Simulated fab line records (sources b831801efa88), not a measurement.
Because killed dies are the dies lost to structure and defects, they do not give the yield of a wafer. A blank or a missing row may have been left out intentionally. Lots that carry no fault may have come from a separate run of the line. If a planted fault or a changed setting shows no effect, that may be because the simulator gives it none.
What tool caused it? | flow gf180mcu | 11 lots with 33 wafers sampled at 2 steps, on a route of 602 steps

## WHAT EACH GAUGE READ, for each wafer
GF_V4_CD_MEAS_14 targets a cd of 260 nm.
lot  | measured     | on       | cdNm (nm)
L846 | day 24 22:56 | cdSem-01 | 260.1 259.9 260.7
L848 | day 25 16:18 | cdSem-02 | 258.1 259.7 260.0
L849 | day 25 22:54 | cdSem-01 | 258.8 258.2 258.7
L851 | day 26 14:41 | cdSem-01 | 261.5 260.7 261.0
L852 | day 26 20:40 | cdSem-01 | 261.2 259.9 262.2
L854 | day 27 13:59 | cdSem-02 | 258.9 259.2 260.6
L864 | day 30 13:33 | cdSem-02 | 259.4 260.3 260.9
L865 | day 30 15:48 | cdSem-02 | 260.8 260.8 260.6
L866 | day 30 20:57 | cdSem-02 | 261.0 260.2 261.5
L867 | day 31 06:28 | cdSem-01 | 260.4 259.5 259.3
L868 | day 31 10:24 | cdSem-02 | 261.0 261.9 260.6

## TOOL THAT RAN EACH LOT (tool first, then ch and the chambers of the sampled wafers, then the start)
lot  | GF_V4_CVD_02
L846 | pecvd-02 ch 0,1, day 24 01:04
L848 | pecvd-03 ch 0,1, day 24 18:34
L849 | pecvd-03 ch 1,2, day 25 00:52
L851 | pecvd-03 ch 1,2, day 25 17:28
L852 | pecvd-04 ch 0,1, day 25 23:15
L854 | pecvd-04 ch 1,2, day 26 17:58
L864 | pecvd-03 ch 1,2, day 29 18:05
L865 | pecvd-04 ch 1,2, day 29 21:02
L866 | pecvd-02 ch 0,2, day 30 01:55
L867 | pecvd-02 ch 0,1, day 30 12:01
L868 | pecvd-03 ch 0,1,2, day 30 16:19
- GF_V4_CVD_02: deposits SiO2 from TEOS, target thk 850 nm, time 94.851 s.

## THE ANSWER, worked out from the rows above alone
Rule: the usual values come from the lots themselves. The widest of any qualifying gaps counts: lots, ordered by their means at a reading, are off when they make up no more than a third of the lots, leave a main group of 4 or more, and stand apart from it by 3 or more times the standard deviation of that group's means. If all means in a main group match to the digits the tables above print for the reading, that group is not used. Also off: a lot with no number at a reading for which 4 or more lots have one. All remaining lots with rows at the step are treated as sound.
Nothing can be told from this: no lot is off at any reading shown.

## WHAT THE SIMULATOR HAD INSERTED
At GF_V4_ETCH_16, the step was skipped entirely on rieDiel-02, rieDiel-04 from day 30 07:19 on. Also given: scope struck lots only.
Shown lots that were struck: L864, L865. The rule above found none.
